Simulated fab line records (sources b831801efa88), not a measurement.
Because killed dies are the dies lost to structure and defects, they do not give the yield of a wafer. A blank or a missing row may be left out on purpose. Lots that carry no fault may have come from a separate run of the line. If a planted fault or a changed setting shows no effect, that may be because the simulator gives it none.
Which tool was responsible? | flow sky130 | 24 lots, 72 wafers sampled, at 5 steps of a route of 708

== WHAT THE GAUGES SHOWED, per wafer ==
SKY_NWELL_TW_MEAS_15. Usual: NWELL_TW typically reads 1829, with standard deviation 14.
lot  | measured     | on            | NWELL_TW       | flag
L074 | day 5 00:18  | film metro-02 | 1835 1832 1833 |
L075 | day 5 06:47  | film metro-04 | 1833 1838 1827 |
L076 | day 5 07:26  | film metro-03 | 1825 1825 1823 |
L077 | day 5 12:36  | film metro-04 | 1833 1846 1840 |
L078 | day 5 16:21  | film metro-03 | 1839 1828 1817 |
L079 | day 5 18:43  | film metro-03 | 1818 1824 1809 |
L080 | day 6 01:38  | film metro-03 | 1806 1805 1808 |
L081 | day 6 08:09  | film metro-03 | 1815 1807 1811 |
L083 | day 6 15:22  | film metro-02 | 1844 1842 1843 |
L082 | day 6 16:41  | film metro-04 | 1840 1830 1842 |
L084 | day 6 23:21  | film metro-03 | 1813 1819 1808 |
L085 | day 7 04:43  | film metro-04 | 1840 1826 1826 |
L086 | day 7 15:44  | film metro-03 | 1808 1814 1822 |
L087 | day 7 23:46  | film metro-03 | 1810 1821 1814 |
L088 | day 8 05:53  | film metro-04 | 1842 1845 1841 |
L089 | day 8 07:01  | film metro-03 | 1809 1809 1810 |
L090 | day 8 11:21  | film metro-04 | 1858 1849 1855 |
L091 | day 8 17:36  | film metro-02 | 1854 1844 1849 |
L092 | day 9 06:05  | film metro-04 | 1835 1845 1849 |
L093 | day 9 13:53  | film metro-02 | 1848 1845 1837 |
L094 | day 9 15:38  | film metro-04 | 1832 1835 1835 |
L095 | day 9 18:46  | film metro-04 | 1839 1828 1834 |
L096 | day 10 02:51 | film metro-04 | 1843 1846 1837 |
L097 | day 10 05:14 | film metro-03 | 1810 1815 1810 |

SKY_VT_ADJUST_HVTP_CD_MEAS_07 targets a cd of 380 nm. Usual: cd nm at 380.5 nm, with a standard deviation of 2.6.
lot  | measured     | on        | cd nm (nm)        | flag
L074 | day 6 12:15  | cd sem-02 | 382.0 383.4 380.5 |
L075 | day 6 18:57  | cd sem-02 | 380.7 381.9 379.5 |
L076 | day 6 20:39  | cd sem-01 | 383.2 384.1 385.9 |
L077 | day 7 03:13  | cd sem-02 | 382.5 384.9 383.4 |
L078 | day 7 07:01  | cd sem-02 | 380.0 383.0 380.9 |
L079 | day 7 09:56  | cd sem-01 | 378.1 378.5 378.4 |
L080 | day 7 16:27  | cd sem-01 | 378.4 377.7 378.2 |
L081 | day 8 00:50  | cd sem-02 | 373.4 377.1 379.0 |
L083 | day 8 07:41  | cd sem-01 | 379.5 377.1 381.1 |
L082 | day 8 09:24  | cd sem-02 | 376.0 376.6 376.1 |
L084 | day 8 17:08  | cd sem-02 | 379.6 383.1 380.6 |
L085 | day 8 23:36  | cd sem-02 | 378.9 380.1 379.7 |
L086 | day 9 11:17  | cd sem-02 | 385.1 384.9 381.1 |
L087 | day 9 19:48  | cd sem-01 | 381.8 383.5 380.7 |
L088 | day 10 03:39 | cd sem-01 | 382.5 383.5 385.0 |
L089 | day 10 05:49 | cd sem-02 | 377.8 377.0 379.9 |
L090 | day 10 09:02 | cd sem-01 | 383.0 380.3 381.9 |
L091 | day 10 15:53 | cd sem-02 | 376.9 377.2 378.2 |
L092 | day 11 05:48 | cd sem-02 | 383.8 383.2 384.3 |
L093 | day 11 13:51 | cd sem-01 | 384.4 383.7 380.4 |
L094 | day 11 15:03 | cd sem-01 | 380.0 380.2 381.0 |
L095 | day 11 19:47 | cd sem-02 | 378.7 379.9 376.3 |
L096 | day 12 04:03 | cd sem-02 | 379.6 378.3 377.1 |
L097 | day 12 07:39 | cd sem-02 | 382.7 380.6 379.7 |

SKY_VIA3_RS_MEAS_22: uses a four-point probe to measure. Usual: VIA3_W_RS typically reads 0.293 ohm/sq, with standard deviation 0.003.
lot  | measured     | on            | VIA3_W_RS (ohm/sq) | flag
L074 | day 40 10:01 | film metro-01 | 0.294 0.290 0.292  |
L075 | day 40 22:28 | film metro-02 | 0.302 0.301 0.296  |
L076 | day 40 18:52 | film metro-02 | 0.293 0.287 0.293  |
L077 | day 41 02:30 | film metro-01 | 0.292 0.298 0.293  |
L078 | day 41 09:25 | film metro-02 | 0.291 0.293 0.291  |
L079 | day 41 13:31 | film metro-01 | 0.299 0.301 0.297  |
L080 | day 41 17:18 | film metro-03 | 0.292 0.292 0.291  |
L081 | day 42 06:59 | film metro-03 | 0.289 0.291 0.289  |
L083 | day 42 13:17 | film metro-01 | 0.290 0.297 0.292  |
L082 | day 42 15:24 | film metro-02 | 0.295 0.295 0.291  |
L084 | day 42 22:14 | film metro-02 | 0.293 0.289 0.294  |
L085 | day 43 00:21 | film metro-03 | 0.299 0.300 0.294  |
L086 | day 43 15:29 | film metro-02 | 0.296 0.295 0.295  |
L087 | day 44 01:11 | film metro-02 | 0.291 0.290 0.293  |
L088 | day 44 07:26 | film metro-01 | 0.294 0.296 0.296  |
L089 | day 44 09:42 | film metro-02 | 0.296 0.295 0.294  |
L090 | day 44 11:19 | film metro-01 | 0.293 0.293 0.292  |
L091 | day 44 23:38 | film metro-03 | 0.293 0.296 0.294  |
L092 | day 45 05:17 | film metro-01 | 0.292 0.290 0.288  |
L093 | day 45 13:57 | film metro-01 | 0.294 0.291 0.292  |
L094 | day 45 17:03 | film metro-01 | 0.290 0.286 0.294  |
L095 | day 45 22:01 | film metro-03 | 0.294 0.296 0.297  |
L096 | day 46 02:06 | film metro-02 | 0.288 0.293 0.296  |
L097 | day 46 02:52 | film metro-03 | 0.299 0.295 0.297  |

== WHAT TOOL EACH LOT RAN ON (gives the tool, then ch and the chambers of the sampled wafers, and finally the start) ==
lot  | SKY_POLY_CUT_STRIP_12                | SKY_METAL1_DESCUM_17
L074 | plasma asher-02 ch 0, day 25 04:30   | rie metal-02 ch 0,1, day 33 13:13
L075 | plasma asher-02 ch 0,1, day 25 16:17 | rie metal-03 ch 0,1, day 34 03:08
L076 | plasma asher-03 ch 0,1, day 25 13:27 | rie metal-04 ch 0,1, day 33 21:34
L077 | plasma asher-01 ch 0,1, day 26 00:31 | rie metal-04 ch 0,1, day 34 08:21
L078 | plasma asher-01 ch 0,1, day 26 06:30 | rie metal-04 ch 0,1, day 34 16:45
L079 | plasma asher-02 ch 0,1, day 26 12:38 | rie metal-02 ch 0,1, day 34 18:49
L080 | plasma asher-03 ch 0,1, day 26 19:06 | rie metal-03 ch 0,1, day 34 23:40
L081 | plasma asher-02 ch 0,1, day 27 08:06 | rie metal-04 ch 0,1, day 35 14:50
L083 | plasma asher-03 ch 0,1, day 27 20:18 | rie metal-03 ch 0,1, day 35 22:29
L082 | plasma asher-01 ch 0,1, day 27 20:39 | rie metal-04 ch 0,1, day 36 00:35
L084 | plasma asher-02 ch 0,1, day 28 01:48 | rie metal-04 ch 0, day 36 07:26
L085 | plasma asher-02 ch 0,1, day 28 07:43 | rie metal-02 ch 0,1, day 36 09:58
L086 | plasma asher-01 ch 0,1, day 29 00:35 | rie metal-04 ch 0,1, day 37 03:14
L087 | plasma asher-02 ch 0,1, day 29 14:33 | rie metal-03 ch 0,1, day 37 14:05
L088 | plasma asher-02 ch 0,1, day 29 18:44 | rie metal-02 ch 0,1, day 37 20:29
L089 | plasma asher-01 ch 0,1, day 30 00:02 | rie metal-03 ch 0,1, day 38 01:45
L090 | plasma asher-01 ch 0,1, day 30 00:57 | rie metal-02 ch 0,1, day 38 02:05
L091 | plasma asher-03 ch 0,1, day 30 12:04 | rie metal-02 ch 0,1, day 38 12:35
L092 | plasma asher-03 ch 0,1, day 30 23:15 | rie metal-03 ch 0, day 38 22:59
L093 | plasma asher-03 ch 1, day 31 09:44   | rie metal-04 ch 1, day 39 09:08
L094 | plasma asher-01 ch 0,1, day 31 16:25 | rie metal-02 ch 0,1, day 39 14:23
L095 | plasma asher-03 ch 0,1, day 31 20:16 | rie metal-02 ch 0,1, day 39 18:02
L096 | plasma asher-03 ch 0,1, day 32 00:03 | rie metal-02 ch 0,1, day 39 22:29
L097 | plasma asher-01 ch 0, day 32 02:23   | rie metal-04 ch 0,1, day 39 23:43
- SKY_POLY_CUT_STRIP_12: strips in O2/N2.
- SKY_METAL1_DESCUM_17: chemistry O2, time 8 s.

== AS READ BY THE TOOLS THEMSELVES (means over the sampled wafers that have a number; for cases with no such wafer, the mark the record gives instead) ==
SKY_POLY_CUT_STRIP_12. Usual: chamber pressure mTorr 1500.0 mTorr, standard deviation 1.3; drypump motor current A 5.8 A, standard deviation 0.43; oes product au 0.452 a.u., standard deviation 0.0047; strip time to endpoint s 5.352 s, standard deviation 0.016.
lot  | tool            | chamber pressure mTorr (mTorr) | drypump motor current A (A) | oes product au (a.u.) | strip time to endpoint s (s) | flag
L074 | plasma asher-02 | 1500.1                         | 6.1                         | 0.447                 | 5.360                        |
L075 | plasma asher-02 | 1500.0                         | 6.3                         | 0.454                 | 5.356                        |
L076 | plasma asher-03 | 1500.2                         | 5.5                         | 0.451                 | 5.345                        |
L077 | plasma asher-01 | 1500.8                         | 5.9                         | 0.452                 | 5.335                        |
L078 | plasma asher-01 | 1498.6                         | 5.6                         | 0.449                 | 5.341                        |
L079 | plasma asher-02 | 1499.5                         | 6.2                         | 0.451                 | 5.346                        |
L080 | plasma asher-03 | 1499.9                         | 5.4                         | 0.450                 | 5.378                        |
L081 | plasma asher-02 | 1500.4                         | 6.3                         | 0.454                 | 5.353                        |
L083 | plasma asher-03 | 1499.5                         | 5.4                         | 0.454                 | 5.339                        |
L082 | plasma asher-01 | 1500.8                         | 5.6                         | 0.456                 | 5.352                        |
L084 | plasma asher-02 | 1500.9                         | 6.2                         | 0.455                 | 5.343                        |
L085 | plasma asher-02 | 1501.1                         | 6.4                         | 0.451                 | 5.362                        |
L086 | plasma asher-01 | 1500.3                         | 5.6                         | 0.449                 | 5.336                        |
L087 | plasma asher-02 | 1499.6                         | 6.2                         | 0.449                 | 5.336                        |
L088 | plasma asher-02 | 1499.4                         | 6.4                         | 0.447                 | 5.351                        |
L089 | plasma asher-01 | 1499.9                         | 5.9                         | 0.452                 | 5.353                        |
L090 | plasma asher-01 | 1499.8                         | 5.9                         | 0.451                 | 5.349                        |
L091 | plasma asher-03 | 1499.5                         | 5.5                         | 0.453                 | 5.346                        |
L092 | plasma asher-03 | 1500.3                         | 5.4                         | 0.446                 | 5.360                        |
L093 | plasma asher-03 | 1499.5                         | 5.5                         | 0.451                 | 5.357                        |
L094 | plasma asher-01 | 1500.3                         | 5.6                         | 0.451                 | 5.373                        |
L095 | plasma asher-03 | 1500.4                         | 5.4                         | 0.451                 | 5.379                        |
L096 | plasma asher-03 | 1499.8                         | 5.4                         | 0.453                 | 5.332                        |
L097 | plasma asher-01 | 1498.4                         | 5.4                         | 0.456                 | 5.371                        |

SKY_METAL1_DESCUM_17. Usual: chamber pressure mTorr 9.999 mTorr, standard deviation 0.0088; drypump motor current A 5.5 A, standard deviation 0.54; oes product au 1.000 a.u., standard deviation 0.0096; rf fwd power W 147.3 W, standard deviation 0.74.
lot  | tool         | chamber pressure mTorr (mTorr) | drypump motor current A (A) | oes product au (a.u.) | rf fwd power W (W) | flag
L074 | rie metal-02 | 10.006                         | 5.6                         | 0.995                 | 147.4              |
L075 | rie metal-03 | 9.994                          | 5.6                         | 1.006                 | 147.1              |
L076 | rie metal-04 | 9.997                          | 5.4                         | 0.998                 | 147.2              |
L077 | rie metal-04 | 10.007                         | 5.7                         | 1.007                 | 147.7              |
L078 | rie metal-04 | 10.005                         | 5.4                         | 0.996                 | 147.3              |
L079 | rie metal-02 | 10.004                         | 5.6                         | 1.000                 | 147.7              |
L080 | rie metal-03 | 9.987                          | 5.4                         | 1.002                 | 147.5              |
L081 | rie metal-04 | 10.000                         | 5.7                         | 1.004                 | 148.0              |
L083 | rie metal-03 | 10.000                         | 5.6                         | 1.007                 | 146.8              |
L082 | rie metal-04 | 10.000                         | 5.4                         | 0.998                 | 147.6              |
L084 | rie metal-04 | 9.993                          | 6.1                         | 1.002                 | 148.3              |
L085 | rie metal-02 | 10.001                         | 5.1                         | 0.986                 | 147.1              |
L086 | rie metal-04 | 10.002                         | 5.7                         | 1.008                 | 147.3              |
L087 | rie metal-03 | 9.999                          | 5.6                         | 1.004                 | 147.0              |
L088 | rie metal-02 | 10.005                         | 5.1                         | 0.990                 | 147.4              |
L089 | rie metal-03 | 10.012                         | 5.4                         | 1.003                 | 146.5              |
L090 | rie metal-02 | 10.003                         | 5.1                         | 0.991                 | 146.8              |
L091 | rie metal-02 | 9.996                          | 5.5                         | 1.002                 | 147.2              |
L092 | rie metal-03 | 10.003                         | 5.8                         | 1.008                 | 147.6              |
L093 | rie metal-04 | 10.005                         | 5.0                         | 1.000                 | 146.8              |
L094 | rie metal-02 | 9.999                          | 5.6                         | 1.000                 | 147.6              |
L095 | rie metal-02 | 9.999                          | 5.1                         | 1.006                 | 147.3              |
L096 | rie metal-02 | 10.000                         | 5.6                         | 1.000                 | 147.5              |
L097 | rie metal-04 | 10.000                         | 5.7                         | 1.006                 | 148.2              |

== THE ANSWER, worked out from the rows above alone ==
Rule: lot off if the mean of its wafers having a number is beyond 3 standard deviations from the usual mean. Also off: a lot with no number at a reading for which 4 or more lots have one. The other lots that the step has rows for count as sound. Order of review: gauges by route order, followed by the tools' own readings, for which a lot's mean as printed above is used. At the first step where some lot is off, the reading lying furthest off is the one used; lots without a number count as furthest.
No lot is off at any reading shown: from this, nothing can be told.

== WHAT THE SIMULATOR HAD PUT IN ==
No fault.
